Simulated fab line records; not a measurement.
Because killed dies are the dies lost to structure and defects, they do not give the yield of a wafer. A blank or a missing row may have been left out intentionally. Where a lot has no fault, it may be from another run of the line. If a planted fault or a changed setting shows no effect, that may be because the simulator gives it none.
Comparing a struck lot with a sound one	flow gf180mcu	14 out of 602 route steps
Sound: wafers L268.2, L268.3, L268.6. Struck: wafers L275.1, L275.2, L275.5. At the end, the cause is stated.
Order at every step that has rows: each side's tool, ch and its chambers, its first start. Under that, the readings that differ: sound wafers	struck wafers	difference of the means	sigmas: that difference in standard deviations of wafers without a fault.
alike: readings with means less than 2 such deviations apart, plus words and numbers identical on both sides. not compared: withheld readings, readings lacking a value on some wafer, bounds such as >300 that could conceal the same value, and numbers that have no deviation in the record and whose values overlap.
The two part at a step that has a row with sigmas, a row that says differs or no value, or rows on one side only. Non-overlapping numbers with no deviation appear without sigmas and do not part them. A reading missing from all wafers of one side parts the sides only when that side holds two or more wafers.

first, 1 step without rows for these wafers: GF_V5_CVD_00 (deposits SiO2, target thk 300 nm, time 50 s).
GF_V5_THK_MEAS_01:
  sound: filmMetro-02 at day 27 22:39; struck: filmMetro-03 at day 29 21:14
  alike: V5_CVD_00_THK
GF_V5_CVD_02: deposits SiO2 from TEOS, target thk 1450 nm, time 163.28 s.
  sound on pecvd-01 ch 0,1,2, day 27 22:42; struck on pecvd-03 ch 0,1, day 29 21:18
  alike: heaterPowerW
GF_V5_THK_MEAS_03:
  sound: filmMetro-03 at day 27 22:49; struck: filmMetro-01 at day 29 21:25
  alike: V5_CVD_02_THK
GF_V5_CMP_04: polishes SiO2.
  sound on cmp-02 ch 0,2,3, day 27 22:52; struck on cmp-01 ch 0,2,3, day 29 21:28
  alike: motorCurrentA
GF_V5_BOW_MEAS_05:
  sound: filmMetro-03 at day 27 23:11; struck: filmMetro-01 at day 29 21:46
  alike: V5_BOW
then, 6 steps without rows for these wafers: GF_V5_DEHYDRATE_06 (time 60 s); GF_V5_HMDS_07 (prime time 60 s); GF_V5_COAT_08; GF_V5_COAT_09 (resist thk 1000 nm); GF_V5_SOFTBAKE_10 (time 60 s); GF_V5_EXPOSE_11 (exposes mask Via5, target cd 260 nm).
GF_V5_PEB_12: peb time 90 s.
  sound on lithoTrack-02 ch 0, day 28 18:01; struck on lithoTrack-02, day 30 15:44
  no value came back on the struck wafers for chillPlateTempC (C), exhaustPa (Pa); on the sound wafers chillPlateTempC (C) reads 22.87 23.01 22.90
then, 1 step without rows for these wafers: GF_V5_DEVELOP_13 (develop time 60 s).

== WHERE THEY PART ==
Within this record, at GF_V5_PEB_12 only.

WHY: the cause the simulator had injected
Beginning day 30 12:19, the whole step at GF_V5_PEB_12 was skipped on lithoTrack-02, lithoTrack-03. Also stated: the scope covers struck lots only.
